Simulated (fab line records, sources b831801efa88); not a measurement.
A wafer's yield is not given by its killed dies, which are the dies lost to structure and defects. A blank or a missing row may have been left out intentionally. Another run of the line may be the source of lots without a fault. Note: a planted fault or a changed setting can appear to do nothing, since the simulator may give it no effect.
Which tool is to blame? + flow gf180mcu + 11 lots with 33 wafers sampled at 3 steps, on a route of 602 steps

WHAT THE GAUGES READ, wafer by wafer
GF_V4_THK_MEAS_25: measures by xrf. Usual: V4_W_THK 355 nm, standard deviation 5.7.
| lot  | measured     | on            | V4_W_THK (nm) | flag |
|------|--------------|---------------|---------------|------|
| L834 | day 24 19:59 | film_metro-03 | 353 352 354   |      |
| L835 | day 25 07:47 | film_metro-03 | 354 357 356   |      |
| L837 | day 25 22:51 | film_metro-01 | 348 351 349   |      |
| L839 | day 26 21:20 | film_metro-04 | 357 358 353   |      |
| L847 | day 29 07:05 | film_metro-03 | 360 352 357   |      |
| L848 | day 29 11:09 | film_metro-01 | 354 353 358   |      |
| L849 | day 29 14:40 | film_metro-01 | 350 353 346   |      |
| L851 | day 30 02:44 | film_metro-01 | 349 347 347   |      |
| L853 | day 30 22:48 | film_metro-01 | 347 350 347   |      |
| L855 | day 31 07:29 | film_metro-04 | 359 351 355   |      |
| L856 | day 31 12:42 | film_metro-01 | 356 352 355   |      |

TOOL THAT RAN EACH LOT (tool first, then ch and the chambers of the sampled wafers, then the start)
| lot  | GF_V4_STRIP_18                       | GF_V4_CVD_23                  |
|------|--------------------------------------|-------------------------------|
| L834 | plasma_asher-03 ch 0,1, day 24 19:07 | cvd_w-01 ch 0,1, day 24 19:46 |
| L835 | plasma_asher-03 ch 0,1, day 25 06:54 | cvd_w-01 ch 0,1, day 25 07:34 |
| L837 | plasma_asher-01 ch 0,1, day 25 21:58 | cvd_w-01 ch 0,1, day 25 22:37 |
| L839 | plasma_asher-03 ch 0,1, day 26 20:28 | cvd_w-02 ch 0,1, day 26 21:07 |
| L847 | plasma_asher-03 ch 0,1, day 29 06:13 | cvd_w-01 ch 1, day 29 06:51   |
| L848 | plasma_asher-03 ch 0,1, day 29 10:17 | cvd_w-01 ch 0,1, day 29 10:56 |
| L849 | plasma_asher-01 ch 0,1, day 29 13:39 | cvd_w-02 ch 0,1, day 29 14:25 |
| L851 | plasma_asher-01 ch 0,1, day 30 01:49 | cvd_w-02 ch 0,1, day 30 02:29 |
| L853 | plasma_asher-03 ch 0,1, day 30 21:55 | cvd_w-02 ch 0,1, day 30 22:34 |
| L855 | plasma_asher-04 ch 0,1, day 31 06:38 | cvd_w-02 ch 0,1, day 31 07:17 |
| L856 | plasma_asher-04 ch 0,1, day 31 11:49 | cvd_w-01 ch 1, day 31 12:28   |
- GF_V4_STRIP_18: strips in O2/N2.
- GF_V4_CVD_23: deposits W, target thk 350 nm, time 104.9 s.

WHAT THE TOOLS THEMSELVES READ (means of the sampled wafers that have a number; where no wafer has one, the mark that the record gives instead)
GF_V4_STRIP_18. Usual: drypump_motor_current_A 5.7 A, standard deviation 0.67; heater_power_w 338 W, standard deviation 29; oes_product_au 0.592 a.u., standard deviation 0.0056.
| lot  | tool            | drypump_motor_current_A (A) | heater_power_w (W) | oes_product_au (a.u.) | flag |
|------|-----------------|-----------------------------|--------------------|-----------------------|------|
| L834 | plasma_asher-03 | 5.6                         | 341                | 0.596                 |      |
| L835 | plasma_asher-03 | 5.5                         | 338                | 0.594                 |      |
| L837 | plasma_asher-01 | 5.7                         | 365                | 0.588                 |      |
| L839 | plasma_asher-03 | 5.6                         | 345                | 0.592                 |      |
| L847 | plasma_asher-03 | 5.6                         | 345                | 0.592                 |      |
| L848 | plasma_asher-03 | 5.6                         | 316                | 0.597                 |      |
| L849 | plasma_asher-01 | 5.7                         | 362                | 0.593                 |      |
| L851 | plasma_asher-01 | 6.1                         | 365                | 0.587                 |      |
| L853 | plasma_asher-03 | 5.6                         | 344                | 0.589                 |      |
| L855 | plasma_asher-04 | 6.0                         | 327                | 0.591                 |      |
| L856 | plasma_asher-04 | 5.5                         | 340                | 0.590                 |      |

GF_V4_CVD_23. Usual: 781 W for heater_power_w, sd 90.
| lot  | tool     | heater_power_w (W) | flag |
|------|----------|--------------------|------|
| L834 | cvd_w-01 | 847                |      |
| L835 | cvd_w-01 | 869                |      |
| L837 | cvd_w-01 | 841                |      |
| L839 | cvd_w-02 | 706                |      |
| L847 | cvd_w-01 | 847                |      |
| L848 | cvd_w-01 | 859                |      |
| L849 | cvd_w-02 | 761                |      |
| L851 | cvd_w-02 | 774                |      |
| L853 | cvd_w-02 | 777                |      |
| L855 | cvd_w-02 | 713                |      |
| L856 | cvd_w-01 | 872                |      |

THE ANSWER, worked out from the rows above alone
Rule: a lot is off if the mean of its wafers that have a number lies more than 3 standard deviations from the usual mean. Also off: a lot with no number at a reading for which 4 or more lots have one. Where the step has rows for the other lots, those lots are counted as sound. The gauges are gone through in route order, then the tools' own readings, and for those a lot's mean is taken as printed above. The first step at which some lot is off is used, and at that step the reading that is off furthest; a lot without a number counts as furthest.
Across all readings shown, no lot is off: no conclusion can be drawn from this.

WHAT HAD BEEN PUT IN BY THE SIMULATOR
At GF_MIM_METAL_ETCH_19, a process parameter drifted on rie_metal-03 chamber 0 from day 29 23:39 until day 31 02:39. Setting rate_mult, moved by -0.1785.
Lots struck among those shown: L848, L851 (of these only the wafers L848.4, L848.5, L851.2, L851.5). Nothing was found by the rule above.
